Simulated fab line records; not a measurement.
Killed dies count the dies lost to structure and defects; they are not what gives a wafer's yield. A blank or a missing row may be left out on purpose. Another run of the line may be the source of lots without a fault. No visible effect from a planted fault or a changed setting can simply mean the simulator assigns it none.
Split-lot trial ; flow gf180mcu ; 23 wafers read from 5 lots, route of 602 steps

== ON THE SPLIT ==
At GF_MIM_SPUTTER_03 (material Ti, target thk 10 nm, time 6.7 s), the setting power-w was moved away from the recipe's 3000 W on 4 of the 23 wafers read, by -3.4% to +7.4%. For the rest of the wafers, this setting stayed at what the recipe calls for.

The reading is taken at the split's own step.

== THE READING ==
Ti_of_MIM_SPUTTER_03.thk-nm (the simulator's own value, which no gauge read), in nm, at GF_MIM_SPUTTER_03 (material Ti, target thk 10 nm, time 6.7 s). No usual value for it is given in the file. Across the 19 wafers here that went through the recipe, the average is 10.103 nm and the standard deviation 0.11 nm.

wafer;tool, chamber at the split;power-w as run, W;against the recipe;Ti_of_MIM_SPUTTER_03.thk-nm, nm;against lot-mates on the recipe
L076.1;pvd-sputter-02, -;2897;-3.4%;9.708;-0.380
L076.2;pvd-sputter-02, -;2897;-3.4%;9.673;-0.415
L076.3;pvd-sputter-02, -;3000;recipe;10.25;-
L076.4;pvd-sputter-02, -;3000;recipe;9.984;-
L076.5;pvd-sputter-02, -;3000;recipe;10.03;-
L078.2;pvd-sputter-01, -;3000;recipe;9.983;-
L078.3;pvd-sputter-01, -;3000;recipe;10.05;-
L078.4;pvd-sputter-01, -;3000;recipe;9.955;-
L078.5;pvd-sputter-01, -;3000;recipe;9.988;-
L078.6;pvd-sputter-01, -;3000;recipe;9.919;-
L079.1;pvd-sputter-02, -;3000;recipe;10.06;-
L079.4;pvd-sputter-02, -;3000;recipe;10.02;-
L079.5;pvd-sputter-02, -;3000;recipe;10.16;-
L082.1;pvd-sputter-01, -;3000;recipe;10.19;-
L082.2;pvd-sputter-01, -;3222;+7.4%;10.89;+0.673
L082.3;pvd-sputter-01, -;3222;+7.4%;10.96;+0.743
L082.5;pvd-sputter-01, -;3000;recipe;10.22;-
L082.6;pvd-sputter-01, -;3000;recipe;10.24;-
L084.1;pvd-sputter-04, -;3000;recipe;10.16;-
L084.2;pvd-sputter-04, -;3000;recipe;10.2;-
L084.4;pvd-sputter-04, -;3000;recipe;10.22;-
L084.5;pvd-sputter-04, -;3000;recipe;10.24;-
L084.6;pvd-sputter-04, -;3000;recipe;10.08;-

FIT RESULTS
A straight line over all 23 wafers: Ti_of_MIM_SPUTTER_03.thk-nm changes by +0.113 nm for each +1% of power-w; r = +0.94; the points scatter about the line by 0.1 nm.
The same after taking each lot's own level away (the mean of its wafers on the recipe; 23 wafers): +0.0997 nm for each +1%; r = +0.97; scatter 0.064 nm.
Per that fit: largest power-w move, reading shift of 0.74 nm.
The span of the lots' own levels, 9.9790 to 10.2167 nm, comes to 2.2 times the standard deviation stated above.
In other words, the slope is changed by the lot-to-lot level; the two fits disagree.
Check: with one of the wafers moved furthest among these (+7.4%) left out of the fit, the line predicts +0.773 nm for it against its lot-mates. It came out at +0.673 nm against them.

== ADDITIONAL SPLITS CARRIED BY THESE WAFERS ==
Other splits were also applied to these wafers ahead of the reading. Each is held against what the fit with the lots' levels taken away leaves over:
other split on the same wafers;wafers away from the commonest value;r with Ti_of_MIM_SPUTTER_03.thk-nm (lot level and that fit taken away)
GF_V4_CMP_04 leave-above-ref-nm;5;+0.09
GF_V4_PEB_12 peb-temp-c;11;-0.11
GF_V4_CVD_23 pressure-torr;18;-0.09

== THE FILE'S OWN FIT ==
Ti_of_MIM_SPUTTER_03.thk-nm changes by +0.0995 nm for each +1% of power-w, r = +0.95.
